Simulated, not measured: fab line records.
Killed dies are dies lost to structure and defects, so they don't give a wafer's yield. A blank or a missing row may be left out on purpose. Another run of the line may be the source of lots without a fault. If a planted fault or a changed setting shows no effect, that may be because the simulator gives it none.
What tool caused it?    flow gf180mcu    36 wafers from 12 lots sampled at 2 of the route's 602 steps

WHAT THE GAUGES SHOWED, per wafer
GF_TOP_METAL_THK_MEAS_06: measures by xrf. Usual: for TOP_METAL_ALCU_THK the level is 895 nm and the standard deviation is 17.
lot   measured      on             TOP_METAL_ALCU_THK (nm)  flag
L590  day 27 01:37  film metro-03  879 893 883              
L592  day 27 20:32  film metro-02  896 902 913              
L593  day 28 04:15  film metro-01  891 902 897              
L594  day 28 07:40  film metro-01  928 893 895              
L595  day 28 15:11  film metro-03  872 918 909              
L597  day 29 08:35  film metro-02  889 897 900              
L598  day 29 16:23  film metro-03  861 856 860              
L599  day 29 21:52  film metro-01  930 913 913              
L600  day 30 07:01  film metro-02  895 882 901              
L601  day 30 11:10  film metro-03  889 903 892              
L605  day 31 14:35  film metro-01  911 883 893              
L611  day 33 06:51  film metro-02  880 887 878              

WHICH TOOL RAN EACH LOT (tool, then ch and the chambers of the sampled wafers, then the start)
lot   GF_V5_CVD_23
L590  cvd w-01 ch 0,1, day 27 00:38
L592  cvd w-02 ch 0,1, day 27 19:35
L593  cvd w-02 ch 0, day 28 03:19
L594  cvd w-01 ch 0, day 28 06:38
L595  cvd w-01 ch 0,1, day 28 14:15
L597  cvd w-01 ch 0,1, day 29 07:37
L598  cvd w-02 ch 0,1, day 29 15:26
L599  cvd w-01 ch 0, day 29 20:56
L600  cvd w-01 ch 0,1, day 30 06:03
L601  cvd w-01 ch 0,1, day 30 10:14
L605  cvd w-01 ch 0,1, day 31 13:33
L611  cvd w-02 ch 0, day 33 05:55
- GF_V5_CVD_23: deposits W, target thk 350 nm, time 104.9 s.

WHAT THE TOOLS THEMSELVES READ (means of the sampled wafers that have a number; where no wafer has one, the mark that the record gives instead)
GF_V5_CVD_23. Usual: heater power w reads 813 W (standard deviation 74).
lot   tool      heater power w (W)  flag
L590  cvd w-01  829                 
L592  cvd w-02  748                 
L593  cvd w-02  748                 
L594  cvd w-01  922                 
L595  cvd w-01  833                 
L597  cvd w-01  883                 
L598  cvd w-02  762                 
L599  cvd w-01  945                 
L600  cvd w-01  880                 
L601  cvd w-01  890                 
L605  cvd w-01  841                 
L611  cvd w-02  768                 

THE ANSWER, worked out from the rows above alone
Rule: a lot counts as off when the mean over its wafers that have a number is more than 3 standard deviations away from the usual mean. A lot without any number at a reading at which 4 lots or more have one is off too. Any other lot the step has rows for is counted as sound. Order of review: gauges by route order, followed by the tools' own readings, for which a lot's mean as printed above is used. At the first step where some lot is off, the reading lying furthest off is the one used; lots without a number count as furthest.
Nothing can be told from this: no lot is off at any reading shown.

WHAT WAS PUT IN BY THE SIMULATOR
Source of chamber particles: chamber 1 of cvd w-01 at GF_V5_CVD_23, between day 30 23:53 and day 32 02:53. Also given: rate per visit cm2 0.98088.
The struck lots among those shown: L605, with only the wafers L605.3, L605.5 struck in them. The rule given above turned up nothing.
